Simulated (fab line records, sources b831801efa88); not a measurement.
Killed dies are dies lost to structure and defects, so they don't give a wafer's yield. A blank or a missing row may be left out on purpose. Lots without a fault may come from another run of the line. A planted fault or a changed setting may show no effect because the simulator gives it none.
One fault seen from 2 desks | flow sky130 | each desk has only its own numbers; what lay behind them comes last

THE TOOL OWNER'S DESK: implanter-02
The tool's own readings at SKY_LDD_N_IMPLANT_11: means of the sampled wafers that have a number, for each lot that ran on this tool. A lot is out of limits, marked OUT, if its mean lies more than 4 standard deviations from the usual mean; the brackets give that distance.
Columns: A = beam_energy_keV at SKY_LDD_N_IMPLANT_11, usual 20.000
lot  | first seen here | A
L695 | day 21 17:18    | 20.009
L702 | day 23 17:49    | 19.545 (-70) OUT
L703 | day 24 08:36    | 19.545 (-70) OUT
This desk's finding: out of limits on L702, L703; first on L702, day 23 17:49 (beam_energy_keV at SKY_LDD_N_IMPLANT_11). In limits: L695.

THE METROLOGY DESK
What the gauges read, lot by lot, whatever tool the lot ran on: means of the sampled wafers that have a number. A lot is out of limits, marked OUT, if its mean lies more than 4 standard deviations from the usual mean; the brackets give that distance.
Columns: A = cd_nm at SKY_POLY_GATE_CD_MEAS_22, usual 149.8 nm; B = LDD_N_OVL at SKY_LDD_N_OVL_MEAS_07, usual -0.3 nm
lot  | first seen here | A     | B
L695 | day 20 10:49    | 151.4 | -0.6
L696 | day 20 10:50    | 151.0 | -2.6
L697 | day 21 00:14    | 150.7 | -1.2
L702 | day 22 11:59    | 150.3 | -0.9
L703 | day 23 02:25    | 149.3 | -0.1
L707 | day 24 14:35    | 150.0 | 1.4
This desk's finding: nothing out of limits on any of the 6 lots.

PUT TOGETHER
The tool owner's desk could have raised an alarm at day 23 17:49, on L702, L703.
The metrology desk saw nothing out of limits.
The metrology desk has L702, L703 on record, within its limits.
Of the lots named, all ran SKY_LDD_N_IMPLANT_11 on implanter-02.

WHAT THE SIMULATOR HAD PUT IN
Process parameter drift: implanter-02, from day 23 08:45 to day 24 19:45, at SKY_LDD_N_IMPLANT_11. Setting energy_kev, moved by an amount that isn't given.
Lots struck among those shown: L702, L703.
Hours from the fault's start to each desk's first reading out of limits: the tool owner's desk, 9.
